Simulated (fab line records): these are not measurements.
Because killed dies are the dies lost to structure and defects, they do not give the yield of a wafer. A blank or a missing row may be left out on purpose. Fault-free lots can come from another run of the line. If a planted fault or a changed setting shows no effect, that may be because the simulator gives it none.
fab line records + flow sky130
record
- lots=14
- wafers=42
- last_day=50
route steps=708 shown FIELD_ISO@15 PWDE@52 LDD_N@249 LOCAL_INTERCONNECT@398
lots that met no fault: from a run of the same line without faults
start_h: start of the lot's first displayed wafer, in hours after the record's first day + wait_h: hours elapsed since this lot's preceding step + " repeats the value in the row above + L1.1+2: one row covering several wafers at once + - no value present, or no start provided + * or withheld: withheld + < > ~ a bound
route shown NAME@n: NAME is a module with steps in the file, n the number in the route of the first one + usual: average and standard deviation across the fault-free wafers + same: alike in all rows + chamber/n: place in a boat + sites: per-site readings + _std_site: their standard deviation + _edge_site: inner sites' mean taken away from outer sites' mean + radius_mm: for every site, how far away it sits from the centre of the wafer + mask NAME#n: copy n + behind: the most recent tool/chamber to have shaped the wafer + hold: why the lot went on hold/how many hours it stayed there/how the hold came to an end + device: the transistor (n, p or np) that didn't switch + end of line: the tests these same wafers got at the end of their route + a step with no rows: only its recipe + killed: at the first sort, the dies lost to defects and structure; wafer yield is something else + map: dies across one wafer; x = killed, . = not, _ = none there
set.NAME: the run value of the setting; set.NAME@STEP: its run value at that earlier step + model.NAME: the simulator's own value behind a step, which no gauge read
the route's steps for a sample of lots (tables are steps, rows are wafers)
services: the hour from which a tool's chamber was out of use, counted from the record's first day as start_h (under 0 if before that day), plus the number of hours and why
## steps
# step SKY_FIELD_ISO_ETCH_14
# recipe
- chemistry=N2/H2
- target=BARC
- ion_energy_ev=200
- source_w=486.1
- bias_w=100
- pressure_mtorr=30
- n2_flow_sccm=100
- h2_flow_sccm=200
- stop_on=SiO2
- time_s=45.9
- target_depth_a=600
# usual
- drypump_motor_current_A=6.0/0.42
- n2_flow_sccm=100.04/0.28
- oes_product_au=0.855/0.0053
- throttle_valve_pct=13.225/0.0091
| lot.wafer | tool        | chamber | start_h | wait_h | drypump_motor_current_A | n2_flow_sccm | oes_product_au | rf_hours_counter_h | throttle_valve_pct |
|-----------|-------------|---------|---------|--------|-------------------------|--------------|----------------|--------------------|--------------------|
| L540.1    | rie_diel-03 | 2       | 32.59   | 0.1    | 6.2                     | 100.10       | 0.849          | 129                | 13.224             |
| L540.3    | "           | 1       | "       | "      | 6.7                     | 99.60        | 0.858          | 133                | 13.228             |
| L540.5    | "           | 2       | "       | "      | 6.2                     | 100.03       | 0.845          | -                  | 13.230             |
| L543.1    | rie_diel-01 | 3       | 46.99   | 0.1    | 5.2                     | 100.12       | 0.850          | 130                | 13.217             |
| L543.4    | "           | 1       | "       | "      | 5.9                     | 100.25       | 0.854          | 126                | 13.233             |
| L543.6    | "           | 3       | "       | "      | 5.2                     | 99.71        | 0.849          | -                  | 13.225             |
| L544.2    | rie_diel-03 | 2       | 50.94   | 0.1    | 6.2                     | 100.16       | 0.855          | 129                | 13.231             |
| L544.3    | "           | 1       | "       | "      | 6.7                     | 100.09       | 0.862          | 133                | 13.230             |
| L544.4    | "           | 3       | "       | "      | 5.7                     | 100.65       | 0.857          | 86                 | 13.226             |
| L545.2    | rie_diel-02 | 2       | 56.59   | 0.1    | 5.8                     | 100.00       | 0.857          | 144                | 13.224             |
| L545.3    | "           | 0       | "       | "      | 6.2                     | 99.66        | 0.858          | 142                | 13.229             |
| L545.5    | "           | 1       | "       | "      | 5.7                     | 99.90        | 0.854          | -                  | 13.208             |
| L548.2    | rie_diel-01 | 3       | 68.89   | 0.1    | 5.2                     | 100.04       | 0.858          | 131                | 13.219             |
| L548.3    | "           | 2       | "       | "      | 6.5                     | 100.37       | 0.854          | 72                 | 13.222             |
| L548.4    | "           | 0       | "       | "      | 6.2                     | 99.94        | 0.866          | 162                | 13.234             |
| L549.3    | rie_diel-01 | 1       | 78.40   | 0.1    | 5.9                     | 99.73        | 0.860          | 127                | 13.216             |
| L549.4    | "           | 3       | "       | "      | 5.2                     | 100.14       | 0.852          | 131                | 13.230             |
| L549.6    | "           | 0       | "       | "      | 6.2                     | 100.07       | 0.856          | -                  | 13.228             |
| L550.1    | rie_diel-03 | 3       | 85.19   | 0.1    | 5.7                     | 100.19       | 0.851          | 87                 | 13.221             |
| L550.2    | "           | 2       | "       | "      | 6.2                     | 100.19       | 0.845          | 130                | 13.228             |
| L550.5    | "           | 1       | "       | "      | 6.7                     | 99.68        | 0.858          | -                  | 13.217             |
| L552.2    | rie_diel-03 | 2       | 91.64   | 0.1    | 6.2                     | 100.03       | 0.852          | 130                | 13.214             |
| L552.3    | "           | 3       | "       | "      | 5.8                     | 99.63        | 0.852          | 87                 | 13.225             |
| L552.5    | "           | 1       | "       | "      | 6.7                     | 100.09       | 0.856          | -                  | 13.220             |
| L551.1    | rie_diel-02 | 2       | 91.94   | 0.1    | 5.8                     | 100.13       | 0.853          | 144                | 13.216             |
| L551.3    | "           | 3       | "       | "      | 5.5                     | 99.87        | 0.862          | 27                 | 13.202             |
| L551.6    | "           | 3       | "       | "      | 5.5                     | 100.32       | 0.862          | -                  | 13.224             |
| L553.1    | rie_diel-03 | 3       | 96.90   | 0.1    | 5.8                     | 99.38        | 0.859          | 87                 | 13.231             |
| L553.2    | "           | 2       | "       | "      | 6.2                     | 100.07       | 0.862          | 130                | 13.216             |
| L553.4    | "           | 2       | "       | "      | 6.2                     | 100.68       | 0.839          | -                  | 13.217             |
| L559.2    | rie_diel-03 | 0       | 130.09  | 0.1    | 6.1                     | 100.39       | 0.852          | 33                 | 13.220             |
| L559.4    | "           | 2       | "       | "      | 6.2                     | 99.71        | 0.854          | 131                | 13.231             |
| L559.6    | "           | 0       | "       | "      | 6.1                     | 100.36       | 0.852          | -                  | 13.218             |
| L560.2    | rie_diel-01 | 3       | 134.04  | 0.1    | 5.2                     | 100.14       | 0.853          | 132                | 13.228             |
| L560.3    | "           | 2       | "       | "      | 6.4                     | 100.20       | 0.852          | 73                 | 13.230             |
| L560.4    | "           | 2       | "       | "      | 6.5                     | 100.14       | 0.845          | -                  | 13.235             |
| L561.2    | rie_diel-01 | 2       | 140.75  | 0.1    | 6.4                     | 99.96        | 0.854          | 74                 | 13.232             |
| L561.4    | "           | 1       | "       | "      | 5.9                     | 100.01       | 0.856          | -                  | 13.224             |
| L561.5    | "           | 3       | "       | "      | 5.3                     | 99.93        | 0.860          | -                  | 13.238             |
| L562.1    | rie_diel-01 | 2       | 144.60  | 0.1    | 6.4                     | 100.30       | 0.857          | 74                 | 13.244             |
| L562.5    | "           | 0       | "       | "      | 6.2                     | 99.80        | 0.855          | -                  | 13.227             |
| L562.6    | "           | 3       | "       | "      | 5.2                     | 99.85        | 0.865          | -                  | 13.214             |
# step SKY_PWDE_OVL_MEAS_07
# usual
- PWDE_OVL=0.3/1.4
| lot.wafer | tool       | chamber | start_h | wait_h | PWDE_OVL[nm] |
|-----------|------------|---------|---------|--------|--------------|
| L540.1    | overlay-02 | -       | 83.42   | -      | 0.3          |
| L540.3    | "          | -       | "       | "      | -1.5         |
| L540.5    | "          | -       | "       | "      | 1.6          |
| L543.1    | overlay-01 | -       | 101.88  | -      | 0.5          |
| L543.4    | "          | -       | "       | "      | 2.1          |
| L543.6    | "          | -       | "       | "      | 0.6          |
| L544.2    | overlay-01 | -       | 102.24  | -      | 0.7          |
| L544.3    | "          | -       | "       | "      | -0.5         |
| L544.4    | "          | -       | "       | "      | 0.9          |
| L545.2    | overlay-02 | -       | 108.97  | -      | 2.1          |
| L545.3    | "          | -       | "       | "      | 0.7          |
| L545.5    | "          | -       | "       | "      | 0.2          |
| L548.2    | overlay-02 | -       | 112.62  | -      | -0.6         |
| L548.3    | "          | -       | "       | "      | -0.5         |
| L548.4    | "          | -       | "       | "      | -0.4         |
| L549.3    | overlay-02 | -       | 120.74  | -      | 1.6          |
| L549.4    | "          | -       | "       | "      | 2.5          |
| L549.6    | "          | -       | "       | "      | 1.7          |
| L550.1    | overlay-01 | -       | 128.33  | -      | 0.1          |
| L550.2    | "          | -       | "       | "      | 0.2          |
| L550.5    | "          | -       | "       | "      | 0.8          |
| L552.2    | overlay-01 | -       | 134.49  | -      | 0.5          |
| L552.3    | "          | -       | "       | "      | 0.1          |
| L552.5    | "          | -       | "       | "      | 0.5          |
| L551.1    | overlay-01 | -       | 135.98  | -      | 1.2          |
| L551.3    | "          | -       | "       | "      | 0.6          |
| L551.6    | "          | -       | "       | "      | 0.5          |
| L553.1    | overlay-02 | -       | 140.98  | -      | -1.0         |
| L553.2    | "          | -       | "       | "      | -1.9         |
| L553.4    | "          | -       | "       | "      | -0.8         |
| L559.2    | overlay-02 | -       | 176.73  | -      | 0.3          |
| L559.4    | "          | -       | "       | "      | -0.2         |
| L559.6    | "          | -       | "       | "      | 0.5          |
| L560.2    | overlay-01 | -       | 187.33  | -      | 0.3          |
| L560.3    | "          | -       | "       | "      | -1.0         |
| L560.4    | "          | -       | "       | "      | -2.1         |
| L561.2    | overlay-02 | -       | 196.48  | -      | -0.5         |
| L561.4    | "          | -       | "       | "      | 0.4          |
| L561.5    | "          | -       | "       | "      | -1.0         |
| L562.1    | overlay-01 | -       | 198.43  | -      | 2.7          |
| L562.5    | "          | -       | "       | "      | 2.7          |
| L562.6    | "          | -       | "       | "      | 5.7          |
# step SKY_LDD_N_IMPLANT_12
# recipe
- species=BF2
- energy_kev=50
- dose_cm2=5e+12
- tilt_deg=30
- rotation_deg=0
# usual
- dose_ions_cm2=5e+12/4.9e+09
- faraday_current_uA=28.2/0.56
| lot.wafer | tool         | chamber | start_h | wait_h | dose_ions_cm2 | faraday_current_uA |
|-----------|--------------|---------|---------|--------|---------------|--------------------|
| L540.1    | implanter-04 | 0       | 421.51  | 0.1    | 4.999e+12     | 28.5               |
| L540.3    | "            | 0       | "       | "      | 5.004e+12     | 28.3               |
| L540.5    | "            | 0       | "       | "      | 4.992e+12     | 28.9               |
| L543.1    | implanter-03 | 0       | 451.56  | 0.1    | 5e+12         | 28.3               |
| L543.4    | "            | 0       | "       | "      | 5.006e+12     | 28.3               |
| L543.6    | "            | 0       | "       | "      | 5e+12         | 28.8               |
| L544.2    | implanter-04 | 0       | 460.64  | 0.1    | 4.999e+12     | 27.5               |
| L544.3    | "            | 0       | "       | "      | 5.005e+12     | 27.9               |
| L544.4    | "            | 0       | "       | "      | 5.002e+12     | 29.5               |
| L545.2    | implanter-02 | 0       | 464.68  | 0.1    | 5.009e+12     | 28.5               |
| L545.3    | "            | 0       | "       | "      | 5.004e+12     | 27.3               |
| L545.5    | "            | 0       | "       | "      | 5.001e+12     | 28.3               |
| L548.2    | implanter-02 | 0       | 475.24  | 0.1    | 5.004e+12     | 28.9               |
| L548.3    | "            | 0       | "       | "      | 4.998e+12     | 28.4               |
| L548.4    | "            | 0       | "       | "      | 4.997e+12     | 27.7               |
| L549.3    | implanter-04 | 0       | 485.10  | 0.1    | 5.004e+12     | 28.7               |
| L549.4    | "            | 0       | "       | "      | 5.001e+12     | 28.4               |
| L549.6    | "            | 0       | "       | "      | 5.004e+12     | 27.5               |
| L550.1    | implanter-03 | 0       | 496.56  | 0.1    | 5.007e+12     | 28.4               |
| L550.2    | "            | 0       | "       | "      | 5.006e+12     | 28.8               |
| L550.5    | "            | 0       | "       | "      | 5.003e+12     | 27.0               |
| L552.2    | implanter-04 | 0       | 510.03  | 0.1    | 9.774e+12     | 53.8               |
| L552.3    | "            | 0       | "       | "      | 9.774e+12     | 54.7               |
| L552.5    | "            | 0       | "       | "      | 9.774e+12     | 54.7               |
| L551.1    | implanter-02 | 0       | 510.76  | 0.1    | 5.003e+12     | 26.9               |
| L551.3    | "            | 0       | "       | "      | 5.006e+12     | 27.4               |
| L551.6    | "            | 0       | "       | "      | 5.003e+12     | 29.0               |
| L553.1    | implanter-04 | 0       | 518.95  | 0.1    | 9.772e+12     | 57.0               |
| L553.2    | "            | 0       | "       | "      | 9.785e+12     | 58.2               |
| L553.4    | "            | 0       | "       | "      | 9.788e+12     | 55.7               |
| L559.2    | implanter-03 | 0       | 568.44  | 0.1    | 4.999e+12     | 28.9               |
| L559.4    | "            | 0       | "       | "      | 5.005e+12     | 27.3               |
| L559.6    | "            | 0       | "       | "      | 5.005e+12     | 27.6               |
| L560.2    | implanter-04 | 0       | 582.74  | 0.1    | 4.995e+12     | 27.9               |
| L560.3    | "            | 0       | "       | "      | 4.991e+12     | 27.8               |
| L560.4    | "            | 0       | "       | "      | 4.997e+12     | 27.5               |
| L561.2    | implanter-04 | 0       | 593.29  | 0.1    | 4.999e+12     | 28.1               |
| L561.4    | "            | 0       | "       | "      | 5e+12         | 28.7               |
| L561.5    | "            | 0       | "       | "      | 5e+12         | 28.0               |
| L562.1    | implanter-04 | 0       | 598.92  | 0.1    | 4.999e+12     | 28.1               |
| L562.5    | "            | 0       | "       | "      | 5.006e+12     | 28.5               |
| L562.6    | "            | 0       | "       | "      | 5.001e+12     | 28.8               |
# step SKY_LOCAL_INTERCONNECT_CD_MEAS_11
# recipe
- target_cd_nm=170
# usual
- cd_nm=170.0/1.4
| lot.wafer | tool      | chamber | start_h | wait_h | cd_nm |
|-----------|-----------|---------|---------|--------|-------|
| L540.1    | cd_sem-01 | -       | 722.01  | -      | 168.8 |
| L540.3    | "         | -       | "       | "      | 167.2 |
| L540.5    | "         | -       | "       | "      | 168.5 |
| L543.1    | cd_sem-01 | -       | 750.23  | -      | 169.8 |
| L543.4    | "         | -       | "       | "      | 169.2 |
| L543.6    | "         | -       | "       | "      | 168.5 |
| L544.2    | cd_sem-02 | -       | 756.04  | -      | 170.1 |
| L544.3    | "         | -       | "       | "      | 169.6 |
| L544.4    | "         | -       | "       | "      | 170.0 |
| L545.2    | cd_sem-02 | -       | 760.84  | -      | 168.7 |
| L545.3    | "         | -       | "       | "      | 168.5 |
| L545.5    | "         | -       | "       | "      | 168.9 |
| L548.2    | cd_sem-01 | -       | 768.79  | -      | 168.2 |
| L548.3    | "         | -       | "       | "      | 169.7 |
| L548.4    | "         | -       | "       | "      | 168.6 |
| L549.3    | cd_sem-01 | -       | 776.71  | -      | 171.5 |
| L549.4    | "         | -       | "       | "      | 169.5 |
| L549.6    | "         | -       | "       | "      | 169.0 |
| L550.1    | cd_sem-01 | -       | 788.13  | -      | 170.0 |
| L550.2    | "         | -       | "       | "      | 168.1 |
| L550.5    | "         | -       | "       | "      | 169.2 |
| L552.2    | cd_sem-01 | -       | 798.95  | -      | 172.0 |
| L552.3    | "         | -       | "       | "      | 170.5 |
| L552.5    | "         | -       | "       | "      | 171.9 |
| L551.1    | cd_sem-02 | -       | 801.92  | -      | 172.6 |
| L551.3    | "         | -       | "       | "      | 174.7 |
| L551.6    | "         | -       | "       | "      | 171.6 |
| L553.1    | cd_sem-02 | -       | 805.22  | -      | 172.3 |
| L553.2    | "         | -       | "       | "      | 171.2 |
| L553.4    | "         | -       | "       | "      | 173.5 |
| L559.2    | cd_sem-02 | -       | 853.44  | -      | 169.4 |
| L559.4    | "         | -       | "       | "      | 169.8 |
| L559.6    | "         | -       | "       | "      | 169.5 |
| L560.2    | cd_sem-02 | -       | 865.69  | -      | 168.0 |
| L560.3    | "         | -       | "       | "      | 169.3 |
| L560.4    | "         | -       | "       | "      | 167.6 |
| L561.2    | cd_sem-02 | -       | 872.20  | -      | 170.6 |
| L561.4    | "         | -       | "       | "      | 168.6 |
| L561.5    | "         | -       | "       | "      | 169.8 |
| L562.1    | cd_sem-01 | -       | 877.53  | -      | 170.9 |
| L562.5    | "         | -       | "       | "      | 172.1 |
| L562.6    | "         | -       | "       | "      | 172.5 |
## services
| tool         | chamber | start_h | hours | kind   |
|--------------|---------|---------|-------|--------|
| implanter-02 | -       | 22.31   | 3.1   | repair |
| implanter-04 | -       | 53.74   | 3.5   | repair |
| rie_diel-03  | 0       | 90.66   | 8.2   | repair |
| implanter-04 | -       | 115.95  | 0.5   | repair |
| rie_diel-03  | -       | 132.95  | 2.8   | pm     |
| rie_diel-01  | -       | 145.17  | 22.8  | repair |
| rie_diel-03  | 2       | 206.06  | 22.8  | repair |
| implanter-04 | -       | 216.35  | 3.5   | pm     |
| implanter-04 | -       | 220.82  | 0.6   | repair |
| implanter-04 | -       | 224.83  | 0.7   | repair |
| rie_diel-03  | 3       | 237.51  | 35.0  | repair |
| implanter-04 | -       | 253.82  | 2.1   | repair |
| rie_diel-01  | 0       | 267.06  | 4.8   | repair |
| rie_diel-01  | 2       | 276.21  | 3.0   | repair |
| rie_diel-03  | 3       | 308.68  | 2.5   | repair |
| implanter-04 | -       | 318.89  | 7.2   | pm     |
| rie_diel-01  | -       | 327.79  | 1.6   | repair |
| rie_diel-01  | 0       | 352.91  | 5.2   | repair |
| rie_diel-01  | -       | 423.86  | 14.6  | pm     |
| rie_diel-01  | 0       | 446.05  | 9.3   | repair |
| rie_diel-01  | 0       | 460.48  | 7.4   | repair |
| rie_diel-01  | 2       | 469.36  | 5.0   | repair |
| rie_diel-03  | 0       | 493.80  | 6.2   | repair |
| rie_diel-01  | 1       | 543.92  | 21.0  | repair |
## key
first_sign
- step=SKY_LDD_N_IMPLANT_12
- reading=dose_ions_cm2
- direction=up
- sigmas=99+
- usual=*
- struck=*
effect
- step=SKY_LDD_N_IMPLANT_12
- reading=faraday_current_uA
- direction=up
- sigmas=49
- usual=28.2
- struck=55.7
met_at SKY_LDD_N_IMPLANT_12
struck_lots L552,L553
sort_left_out L552.2,L552.3,L552.5
tester_left_out L552,L553
not_acting_at SKY_FIELD_ISO_ETCH_14,SKY_PWDE_OVL_MEAS_07,SKY_LOCAL_INTERCONNECT_CD_MEAS_11
onset_between 485.10 510.03
fault
- kind=process_parameter_drift
- tool=implanter-04
- chamber=-
- onset_h=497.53
- steps=SKY_LDD_N_IMPLANT_12
- channel=dose_cm2
- offset=*
- shape=step
- end_h=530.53
- acts_in=*
- stated=*
# tester_left_out: of these lots the tester's yield and bins aren't shown, on N5 and GAA mostly nor the transistor test; their killed dies are dies lost to structure and defects alone, not to doping, threshold or leakage, so they don't give the yield
# sort_left_out: the simulated sort isn't trusted on such a fault, so these wafers' sort isn't shown, and their yield isn't known
